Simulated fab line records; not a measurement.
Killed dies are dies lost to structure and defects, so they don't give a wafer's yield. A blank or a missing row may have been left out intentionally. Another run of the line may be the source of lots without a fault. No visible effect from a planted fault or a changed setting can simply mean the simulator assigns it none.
fab line records | flow sky130
[record] lots = 6 wafers = 16 last_day = 50
route steps=708 shown DNWELL@39 PWDE@45 NWELL@56 CONTACT@409
lots untouched by any fault: they come from a run of this same line in which no faults occurred
start_h: the number of hours between the record's first day and the start of the first shown wafer of the lot | wait_h: time in hours since the lot's previous step | " unchanged from the row above | L1.1+2: several wafers, shown together as one row | - no value present, or no start provided | * or withheld: withheld | < > ~ a bound
route shown NAME@n: names a module that has steps shown in the file, with the first one's number in the route | usual: mean/standard deviation taken from wafers without a fault | same: alike in all rows | chamber/n: place in a boat | sites: each site's reading | _std_site: the standard deviation of these | _edge_site: inner sites' mean taken away from outer sites' mean | radius_mm: how far each site lies from the wafer's centre | mask NAME#n: copy n | behind: the last tool/chamber to shape the wafer | hold: cause of the lot's hold/its duration in hours/its outcome | device: whichever transistor did not switch (one of n, p or np) | end of line: the tests these same wafers got at the end of their route | step lacking rows: just its recipe | killed: at the first sort, the dies lost to defects and structure; wafer yield is something else | map: a wafer's dies, x killed, . not, _ none there
set.NAME: the setting as run; set.NAME@STEP: as run at that earlier step | model.NAME: the simulator's own value behind a step, which no gauge read
lots seen at some steps along the route; tables by step, rows by wafer
services: from which hour (start_h, from the record's first day; less than 0 if before it) a tool's chamber was out of use, for how many hours, and why
[[steps]]
[step SKY_DNWELL_EXPOSE_04]
[recipe] mask_id = DNM na = 0.57 target_cd_nm = 3000 dose_mj = 222
[step SKY_DNWELL_PEB_05]
[recipe] temp_c = 115 time_s = withheld
[step SKY_DNWELL_DEVELOP_06]
[recipe] wall_angle_deg = 90 developer = TMAH develop_time_s = 60 dev_temp_c = 23
[step SKY_DNWELL_IMPLANT_07]
[recipe] species = P energy_kev = withheld dose_cm2 = withheld tilt_deg = withheld
[step SKY_DNWELL_STRIP_08]
[recipe] chemistry = O2/N2 power_w = 1400 pressure_mtorr = 1500 platen_temp_c = withheld o2_flow_sccm = 3000 n2_flow_sccm = 300 overash_fraction = 0.5
[usual] drypump_motor_current_A = 5.56/0.13 oes_product_au = 0.722/0.0042 strip_time_to_endpoint_s = 36.84/0.1
// columns lot.wafer tool chamber start_h wait_h drypump_motor_current_A oes_product_au rf_hours_counter_h strip_time_to_endpoint_s
L453.2 plasma_asher-03 0 64.47 0.1 5.56 0.722 37 36.78
L453.3 " 0 " " 5.57 0.720 - 36.74
L453.6 " 1 " " 5.60 0.718 - 36.74
L457.3 plasma_asher-03 0 94.16 0.1 5.55 0.720 - 36.95
L457.4 " 1 " " 5.56 0.722 - 36.96
L459.4 plasma_asher-03 1 102.51 0.1 5.56 0.721 - 36.62
L459.5 " 1 " " 5.56 0.718 - 36.76
L468.4 plasma_asher-01 0 149.66 0.1 5.60 0.721 - 36.72
L468.5 " 0 " " 5.59 0.715 - 36.93
L468.6 " 1 " " 5.52 0.722 - 36.87
L473.2 plasma_asher-04 0 173.58 0.1 5.85 0.712 6 36.84
L473.3 " 1 " " 5.34 0.727 - 36.87
L473.5 " 1 " " 5.35 0.720 - 36.82
L474.3 plasma_asher-01 1 178.76 0.1 5.53 0.724 - 36.78
L474.5 " 1 " " 5.52 0.728 - 36.82
L474.6 " 0 " " 5.58 0.720 - 36.75
[step SKY_DNWELL_TW_MEAS_09]
[usual] DNWELL_TW = 1108/6.5
// columns lot.wafer tool chamber start_h wait_h DNWELL_TW
L453.2 film_metro-02 - 64.58 0.1 1106
L453.3 " - " " 1100
L453.6 " - " " 1112
L457.3 film_metro-04 - 94.24 0.1 1124
L457.4 " - " " 1122
L459.4 film_metro-03 - 102.60 0.1 1116
L459.5 " - " " 1112
L468.4 film_metro-04 - 149.75 0.1 1103
L468.5 " - " " 1106
L468.6 " - " " 1097
L473.2 film_metro-04 - 173.69 0.1 1116
L473.3 " - " " 1115
L473.5 " - " " 1112
L474.3 film_metro-04 - 178.84 0.1 1112
L474.5 " - " " 1108
L474.6 " - " " 1109
[step SKY_PWDE_DEHYDRATE_00]
[recipe] temp_c = 200 time_s = 60
[step SKY_PWDE_HMDS_01]
[recipe] prime_time_s = 60 prime_temp_c = 120
[step SKY_PWDE_COAT_02]
[recipe] spin_rpm = 2000 resist_thk_nm = 3000
[step SKY_PWDE_SOFTBAKE_03]
[recipe] temp_c = 110 time_s = withheld
[step SKY_PWDE_EXPOSE_04]
[recipe] mask_id = PWDEM na = 0.6 source_shape = conventional sigma_outer = 0.6 polarization = unpolarized target_cd_nm = 840 dose_mj = 214
[step SKY_PWDE_PEB_05]
[recipe] temp_c = 115 time_s = withheld
[step SKY_PWDE_DEVELOP_06]
[recipe] wall_angle_deg = 90 developer = TMAH develop_time_s = 60 dev_temp_c = 23
[usual] developer_temp_C = 22.98/0.11
// columns lot.wafer tool chamber start_h wait_h developer_temp_C
L453.2 litho_track-04 0 80 - 22.86
L453.3 " 0 " " 23.27
L453.6 " 0 " " 22.90
L457.3 litho_track-04 0 112 - 23.08
L457.4 " 0 " " 22.95
L459.4 litho_track-04 0 121 - 22.95
L459.5 " 0 " " 22.83
L468.4 litho_track-01 0 169 - 23.02
L468.5 " 0 " " 23.17
L468.6 " 0 " " 22.98
L473.2 litho_track-04 0 194 - 22.80
L473.3 " 0 " " 23.03
L473.5 " 0 " " 22.70
L474.3 litho_track-04 0 199 - 22.95
L474.5 " 0 " " 22.95
L474.6 " 0 " " 22.98
[step SKY_PWDE_OVL_MEAS_07]
[usual] PWDE_OVL = 0.1/1.5
// columns lot.wafer tool chamber start_h wait_h PWDE_OVL[nm]
L453.2 overlay-01 - 80.46 - -0.9
L453.3 " - " " -0.9
L453.6 " - " " -2.0
L457.3 overlay-01 - 112.22 - -
L457.4 " - " " 1.1
L459.4 overlay-01 - 121.22 - -2.1
L459.5 " - " " -
L468.4 overlay-02 - 169.75 - 0.3
L468.5 " - " " -1.0
L468.6 " - " " -0.2
L473.2 overlay-01 - 194.21 - 0.3
L473.3 " - " " -3.1
L473.5 " - " " -2.3
L474.3 overlay-02 - 199.61 - -2.4
L474.5 " - " " -1.9
L474.6 " - " " 0.4
[step SKY_PWDE_IMPLANT_08]
[recipe] species = B energy_kev = 150 dose_cm2 = 3.6e+12 tilt_deg = withheld
[step SKY_PWDE_STRIP_09]
[recipe] chemistry = O2/N2 power_w = 1400 pressure_mtorr = 1500 platen_temp_c = withheld o2_flow_sccm = 3000 n2_flow_sccm = 300 overash_fraction = 0.5
[usual] drypump_motor_current_A = 5.5/0.36 oes_product_au = 0.722/0.0054 strip_time_to_endpoint_s = 36.90/0.11
// columns lot.wafer tool chamber start_h wait_h drypump_motor_current_A oes_product_au rf_hours_counter_h strip_time_to_endpoint_s
L453.2 plasma_asher-01 1 80.64 0.1 5.5 0.722 39 36.73
L453.3 " 1 " " 5.5 0.724 - 36.76
L453.6 " 1 " " 5.5 0.710 - 36.83
L457.3 plasma_asher-02 0 112.42 0.1 5.8 0.731 - 36.74
L457.4 " 1 " " 4.7 0.723 - 36.86
L459.4 plasma_asher-03 1 121.42 0.1 5.6 0.731 - 36.98
L459.5 " 0 " " 5.6 0.720 - 37.02
L468.4 plasma_asher-02 1 169.95 0.1 4.7 0.715 - 36.80
L468.5 " 1 " " 4.7 0.722 - 36.78
L468.6 " 0 " " 5.8 0.715 - 36.70
L473.2 plasma_asher-03 0 194.39 0.1 5.5 0.714 49 37.07
L473.3 " 0 " " 5.6 0.720 - 36.95
L473.5 " 0 " " 5.5 0.723 - 37.02
L474.3 plasma_asher-01 0 199.82 0.1 5.6 0.733 - 37.02
L474.5 " 1 " " 5.5 0.722 - 37.08
L474.6 " 0 " " 5.6 0.722 - 36.99
[step SKY_PWDE_TW_MEAS_10]
[usual] PWDE_TW = 371.0/2.5
// columns lot.wafer tool chamber start_h wait_h PWDE_TW
L453.2 film_metro-02 - 80.75 0.1 369.4
L453.3 " - " " 368.8
L453.6 " - " " 367.5
L457.3 film_metro-04 - 112.51 0.1 372.3
L457.4 " - " " 373.3
L459.4 film_metro-02 - 121.52 0.1 369.0
L459.5 " - " " 369.1
L468.4 film_metro-04 - 170.05 0.1 372.7
L468.5 " - " " 374.6
L468.6 " - " " 372.1
L473.2 film_metro-02 - 194.50 0.1 367.8
L473.3 " - " " 369.8
L473.5 " - " " 368.7
L474.3 film_metro-03 - 199.91 0.1 373.1
L474.5 " - " " 370.6
L474.6 " - " " 371.6
[step SKY_NWELL_DEHYDRATE_03]
[recipe] temp_c = 200 time_s = 60
[step SKY_NWELL_HMDS_04]
[recipe] prime_time_s = 60 prime_temp_c = 120
[step SKY_NWELL_COAT_05]
[recipe] spin_rpm = 2000 resist_thk_nm = 3000
[step SKY_NWELL_SOFTBAKE_06]
[recipe] temp_c = 110 time_s = withheld
[step SKY_NWELL_EXPOSE_07]
[recipe] mask_id = NWM na = 0.6 source_shape = conventional sigma_outer = 0.6 polarization = unpolarized target_cd_nm = 840 dose_mj = 255
[step SKY_NWELL_PEB_08]
[recipe] temp_c = 115 time_s = withheld
[step SKY_NWELL_DEVELOP_09]
[recipe] wall_angle_deg = 90 developer = TMAH develop_time_s = 60 dev_temp_c = 23
[step SKY_NWELL_OVL_MEAS_10]
[usual] NWELL_00_OVL = -0.5/1.3
// columns lot.wafer tool chamber start_h wait_h NWELL_00_OVL[nm]
L453.2 overlay-02 - 97.52 - -1.7
L453.3 " - " " 0.6
L453.6 " - " " -0.5
L457.3 overlay-02 - 131.48 - 1.4
L457.4 " - " " -0.9
L459.4 overlay-01 - 140.24 - 1.0
L459.5 " - " " -0.9
L468.4 overlay-01 - 190.68 - 0.1
L468.5 " - " " -3.5
L468.6 " - " " -1.3
L473.2 overlay-02 - 216.26 - -1.6
L473.3 " - " " -0.2
L473.5 " - " " -1.1
L474.3 overlay-01 - 221.73 - 0.1
L474.5 " - " " -1.8
L474.6 " - " " -1.7
[step SKY_NWELL_IMPLANT_11]
[recipe] species = P energy_kev = 400 dose_cm2 = 1.9e+13 tilt_deg = withheld
[step SKY_NWELL_IMPLANT_12]
[recipe] species = P energy_kev = 120 dose_cm2 = 1.3e+12 tilt_deg = withheld
[step SKY_NWELL_IMPLANT_13]
[recipe] species = P energy_kev = 50 dose_cm2 = 7e+11 tilt_deg = withheld
[step SKY_NWELL_STRIP_14]
[recipe] chemistry = O2/N2 power_w = 1400 pressure_mtorr = 1500 platen_temp_c = withheld o2_flow_sccm = 3000 n2_flow_sccm = 300 overash_fraction = 0.5
[usual] drypump_motor_current_A = 5.4/0.41 oes_product_au = 0.722/0.0048 strip_time_to_endpoint_s = 36.89/0.11
// columns lot.wafer tool chamber start_h wait_h drypump_motor_current_A oes_product_au rf_hours_counter_h strip_time_to_endpoint_s
L453.2 plasma_asher-02 1 98.00 0.1 4.7 0.733 28 36.82
L453.3 " 1 " " 4.7 0.716 - 36.77
L453.6 " 0 " " 5.8 0.720 - 36.84
L457.3 plasma_asher-02 0 131.99 0.1 5.8 0.726 - 36.93
L457.4 " 1 " " 4.7 0.723 - 37.02
L459.4 plasma_asher-02 1 140.74 0.1 4.7 0.715 - 36.80
L459.5 " 0 " " 5.8 0.725 - 36.73
L468.4 plasma_asher-02 0 191.19 0.1 5.8 0.732 - 36.84
L468.5 " 1 " " 4.8 0.715 - 36.85
L468.6 " 0 " " 5.8 0.725 - 36.75
L473.2 plasma_asher-01 0 216.74 0.1 5.6 0.721 53 36.84
L473.3 " 1 " " 5.5 0.721 - 36.77
L473.5 " 0 " " 5.6 0.714 - 36.85
L474.3 plasma_asher-01 0 222.24 0.1 5.5 0.719 - 36.78
L474.5 " 0 " " 5.6 0.716 - 36.87
L474.6 " 1 " " 5.6 0.723 - 36.88
[step SKY_NWELL_TW_MEAS_15]
[usual] NWELL_TW = 1809/11
// columns lot.wafer tool chamber start_h wait_h NWELL_TW
L453.2 film_metro-03 - 98.11 0.1 1824
L453.3 " - " " 1817
L453.6 " - " " 1816
L457.3 film_metro-04 - 132.07 0.1 1807
L457.4 " - " " 1811
L459.4 film_metro-02 - 140.84 0.1 1787
L459.5 " - " " 1789
L468.4 film_metro-04 - 191.28 0.1 1811
L468.5 " - " " 1814
L468.6 " - " " 1815
L473.2 film_metro-04 - 216.85 0.1 1810
L473.3 " - " " 1817
L473.5 " - " " 1809
L474.3 film_metro-02 - 222.33 0.1 1802
L474.5 " - " " 1788
L474.6 " - " " 1798
[step SKY_NWELL_DEHYDRATE_16]
[recipe] temp_c = 200 time_s = 60
[step SKY_NWELL_HMDS_17]
[recipe] prime_time_s = 60 prime_temp_c = 120
[step SKY_NWELL_COAT_18]
[recipe] spin_rpm = 2000 resist_thk_nm = 3000
[step SKY_NWELL_SOFTBAKE_19]
[recipe] temp_c = 110 time_s = withheld
[step SKY_NWELL_EXPOSE_20]
[recipe] mask_id = NWM_COMPLEMENT na = 0.6 source_shape = conventional sigma_outer = 0.6 polarization = unpolarized target_cd_nm = 840 dose_mj = 260
[step SKY_NWELL_PEB_21]
[recipe] temp_c = 115 time_s = withheld
[step SKY_NWELL_DEVELOP_22]
[recipe] wall_angle_deg = 90 developer = TMAH develop_time_s = 60 dev_temp_c = 23
[step SKY_NWELL_OVL_MEAS_23]
[usual] NWELL_01_OVL = -0.2/1.4
// columns lot.wafer tool chamber start_h wait_h NWELL_01_OVL[nm]
L453.2 overlay-01 - 116.67 - -1.6
L453.3 " - " " -2.0
L453.6 " - " " -1.8
L457.3 overlay-01 - 150.82 - -0.1
L457.4 " - " " -0.4
L459.4 overlay-01 - 160.49 - 0.4
L459.5 " - " " 0.7
L468.4 overlay-02 - 213.08 - -0.6
L468.5 " - " " -1.1
L468.6 " - " " 0.0
L473.2 overlay-01 - 238.06 - -0.1
L473.3 " - " " -2.7
L473.5 " - " " 0.9
L474.3 overlay-02 - 243.73 - 2.3
L474.5 " - " " 0.5
L474.6 " - " " 1.0
[step SKY_NWELL_IMPLANT_24]
[recipe] species = B energy_kev = 140 dose_cm2 = 9.2e+12 tilt_deg = withheld
[step SKY_NWELL_STRIP_25]
[recipe] chemistry = O2/N2 power_w = 1400 pressure_mtorr = 1500 platen_temp_c = withheld o2_flow_sccm = 3000 n2_flow_sccm = 300 overash_fraction = 0.5
[usual] drypump_motor_current_A = 5.5/0.35 oes_product_au = 0.723/0.0048 strip_time_to_endpoint_s = 36.94/0.094
// columns lot.wafer tool chamber start_h wait_h drypump_motor_current_A oes_product_au rf_hours_counter_h strip_time_to_endpoint_s
L453.2 plasma_asher-01 0 116.85 0.1 5.6 0.714 43 37.07
L453.3 " 1 " " 5.5 0.723 - 37.01
L453.6 " 0 " " 5.5 0.725 - 36.94
L457.3 plasma_asher-01 0 151.02 0.1 5.6 0.724 - 36.95
L457.4 " 1 " " 5.5 0.729 - 36.83
L459.4 plasma_asher-04 0 160.69 0.1 5.8 0.723 - 36.90
L459.5 " 0 " " 5.9 0.718 - 36.79
L468.4 plasma_asher-01 1 213.28 0.1 5.5 0.721 - 36.90
L468.5 " 1 " " 5.5 0.722 - 36.98
L468.6 " 0 " " 5.6 0.726 - 36.99
L473.2 plasma_asher-01 1 238.24 0.1 5.5 0.717 55 37.03
L473.3 " 1 " " 5.5 0.714 - 37.04
L473.5 " 0 " " 5.5 0.716 - 36.99
L474.3 plasma_asher-01 1 243.93 0.1 5.5 0.726 - 37.07
L474.5 " 0 " " 5.6 0.730 - 37.08
L474.6 " 1 " " 5.5 0.720 - 37.08
[step SKY_NWELL_TW_MEAS_26]
[usual] NWELL_2_TW = 494/3.2
// columns lot.wafer tool chamber start_h wait_h NWELL_2_TW
L453.2 film_metro-02 - 116.96 0.1 490
L453.3 " - " " 490
L453.6 " - " " 491
L457.3 film_metro-03 - 151.11 0.1 493
L457.4 " - " " 494
L459.4 film_metro-04 - 160.79 0.1 494
L459.5 " - " " 493
L468.4 film_metro-04 - 213.38 0.1 497
L468.5 " - " " 495
L468.6 " - " " 501
L473.2 film_metro-03 - 238.35 0.1 497
L473.3 " - " " 494
L473.5 " - " " 497
L474.3 film_metro-03 - 244.02 0.1 498
L474.5 " - " " 497
L474.6 " - " " 496
[step SKY_NWELL_CLEAN_27]
[recipe] chemistry = SC1/SC2 mix = 1:4:20 temp_c = 70 time_s = 150 dry = n2_spin
[step SKY_CONTACT_THK_MEAS_03]
[recipe] reads = SiO2_of_CONTACT_HDPCVD_02
[usual] CONTACT_HDPCVD_THK = 567/5.7
// columns lot.wafer tool chamber start_h wait_h hold CONTACT_HDPCVD_THK[nm]
L453.2 film_metro-02 - 720.91 0.0 - 563
L453.3 " - " " - 574
L453.6 " - " " - 572
L457.3 film_metro-02 - 777.50 0.1 await_dispo/0.2h/release 564
L457.4 " - " " await_dispo/0.2h/release 558
L457.3 film_metro-02 - 777.72 0.2 - 564
L457.4 " - " " - 558
L459.4 film_metro-01 - 782.38 0.0 await_dispo/0.2h/release 559
L459.5 " - " " await_dispo/0.2h/release 567
L459.4 film_metro-01 - 782.60 0.2 - 560
L459.5 " - " " - 567
L468.4 film_metro-02 - 851.81 0.0 - 561
L468.5 " - " " - 563
L468.6 " - " " - 563
L473.2 film_metro-03 - 876.73 0.0 - 568
L473.3 " - " " - 564
L473.5 " - " " - 564
L474.3 film_metro-02 - 881.53 0.1 - 569
L474.5 " - " " - 575
L474.6 " - " " - 571
[[services]]
// columns tool chamber start_h hours kind
plasma_asher-04 - 108.75 9.0 pm
plasma_asher-04 0 108.75 9.0 vent_cycle
plasma_asher-04 1 108.75 9.0 vent_cycle
plasma_asher-04 0 117.75 - clean
plasma_asher-04 1 117.75 - clean
plasma_asher-04 - 127.10 0.7 repair
plasma_asher-03 - 166.10 1.9 repair
plasma_asher-02 - 168.05 1.7 repair
plasma_asher-02 - 178.86 1.6 repair
plasma_asher-03 - 183.74 10.2 repair
[[key]]
[first_sign] step = SKY_PWDE_OVL_MEAS_07 reading = PWDE_OVL direction = missing
effect none on later readings
met_at SKY_PWDE_DEVELOP_06
struck_wafers L457.3,L459.5
sort_left_out L457.3,L459.5
tester_left_out L457,L459
onset_between 80 112
[fault] kind = process_parameter_drift tool = litho_track-04 chamber = - onset_h = 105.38 steps = SKY_PWDE_DEVELOP_06 channel = develop_time_s offset = * shape = step end_h = 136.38 scope = struck_wafers_only acts_in = * stated = *
// tester_left_out: of these lots the tester's yield and bins aren't shown, on N5 and GAA mostly nor the transistor test; their killed dies are dies lost to structure and defects alone, not to doping, threshold or leakage, so they don't give the yield
// sort_left_out: the simulated sort isn't trusted on such a fault, so these wafers' sort isn't shown, and their yield isn't known
